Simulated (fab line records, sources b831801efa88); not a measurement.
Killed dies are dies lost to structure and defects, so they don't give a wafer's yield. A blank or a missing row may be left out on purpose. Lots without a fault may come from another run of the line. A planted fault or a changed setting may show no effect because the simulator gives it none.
One fault seen from 2 desks | flow gf180mcu | each desk has only its own numbers; what lay behind them comes last

THE TOOL OWNER'S DESK: pvd_sputter-01
The tool's own readings at GF_M3_SPUTTER_01 (material TiN, target thk 30 nm, time 25 s): means of the sampled wafers that have a number, for each lot that ran on this tool. A lot is out of limits, marked OUT, if its mean lies more than 4 standard deviations from the usual mean; the brackets give that distance.
Columns: A = throttle_valve_pct at GF_M3_SPUTTER_01, usual 30.1 %
lot  | first seen here | A
L600 | day 22 15:43    | 30.0
L601 | day 23 01:50    | 30.6
L610 | day 26 02:07    | 30.4
This desk's finding: nothing out of limits on any of the 3 lots.

THE METROLOGY DESK
What the gauges read, lot by lot, whatever tool the lot ran on: means of the sampled wafers that have a number. A lot is out of limits, marked OUT, if its mean lies more than 4 standard deviations from the usual mean; the brackets give that distance.
Columns: A = V2_W_RS at GF_V2_RS_MEAS_24, usual 0.325 ohm/sq; B = V2_W_THK at GF_V2_THK_MEAS_25, usual 359 nm
lot  | first seen here | A     | B
L595 | day 20 20:28    | 0.332 | 357
L600 | day 22 15:11    | 0.322 | 367
L601 | day 23 01:15    | 0.328 | 362
L608 | day 25 13:43    | 0.319 | 367
L610 | day 26 01:32    | 0.320 | 370
L612 | day 26 10:29    | 0.327 | 357
This desk's finding: nothing out of limits on any of the 6 lots.

PUT TOGETHER
The tool owner's desk saw nothing out of limits.
The metrology desk saw nothing out of limits.

WHAT THE SIMULATOR HAD PUT IN
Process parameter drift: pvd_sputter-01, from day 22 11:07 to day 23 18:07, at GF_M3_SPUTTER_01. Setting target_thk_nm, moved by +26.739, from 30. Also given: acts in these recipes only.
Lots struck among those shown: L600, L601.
